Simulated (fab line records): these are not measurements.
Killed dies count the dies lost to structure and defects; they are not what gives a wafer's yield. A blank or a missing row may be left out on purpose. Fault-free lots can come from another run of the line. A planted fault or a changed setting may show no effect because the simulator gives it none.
Chamber matching :: flow gf180mcu :: GF_CONTACT_CMP_27 on cmp-01: 4 sister chambers
The step polishes, stops on SiO2, t overpolish 15 s, target thk 0 nm. 4 wafers are shown with their chamber, then 7 later ones without.

## WAFERS, EACH WITH ITS CHAMBER
wafer: L805.1
chamber: 3
head_pressure_psi (psi): 3.493

wafer: L805.3
chamber: 1
head_pressure_psi (psi): 3.503

wafer: L805.4
chamber: 2
head_pressure_psi (psi): 3.484

wafer: L806.5
chamber: 0
head_pressure_psi (psi): 3.497

## WAFERS WITHOUT THEIR CHAMBER
wafer: L806.6
head_pressure_psi (psi): 3.487

wafer: L807.1
head_pressure_psi (psi): 3.494

wafer: L807.4
head_pressure_psi (psi): 3.505

wafer: L807.6
head_pressure_psi (psi): 3.501

wafer: L808.4
head_pressure_psi (psi): 3.490

wafer: L808.5
head_pressure_psi (psi): 3.500

wafer: L808.6
head_pressure_psi (psi): 3.500

## CHAMBER TAKEN BY EACH
wafer: L806.6
from the rows above: can't be placed: 2 or 3
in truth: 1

wafer: L807.1
from the rows above: can't be placed: 3 or 0
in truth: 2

wafer: L807.4
from the rows above: 1
in truth: 1

wafer: L807.6
from the rows above: can't be placed: 1 or 0
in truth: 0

wafer: L808.4
from the rows above: can't be placed: 3 or 2 or 0
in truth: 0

wafer: L808.5
from the rows above: can't be placed: 0 or 1 or 3
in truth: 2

wafer: L808.6
from the rows above: can't be placed: 0 or 1 or 3
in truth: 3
Correct placement for 1 of the 7. Not placeable from these rows: 6 (in 3, the candidates include the true chamber). 0 placed wrongly.
How it was worked out, from the rows above alone: a wafer's distance from a chamber is the root of the sum, over the readings, of the square of ((its reading less the chamber's mean) divided by the reading's scatter). If the next closest chamber is less than 2 further off than the closest, the wafer can't be placed; otherwise it belongs to the closest. A chamber's mean is the mean of its shown wafers. The scatter: root of mean squared gap, hidden wafer to nearest shown wafer, with one shown wafer a chamber.
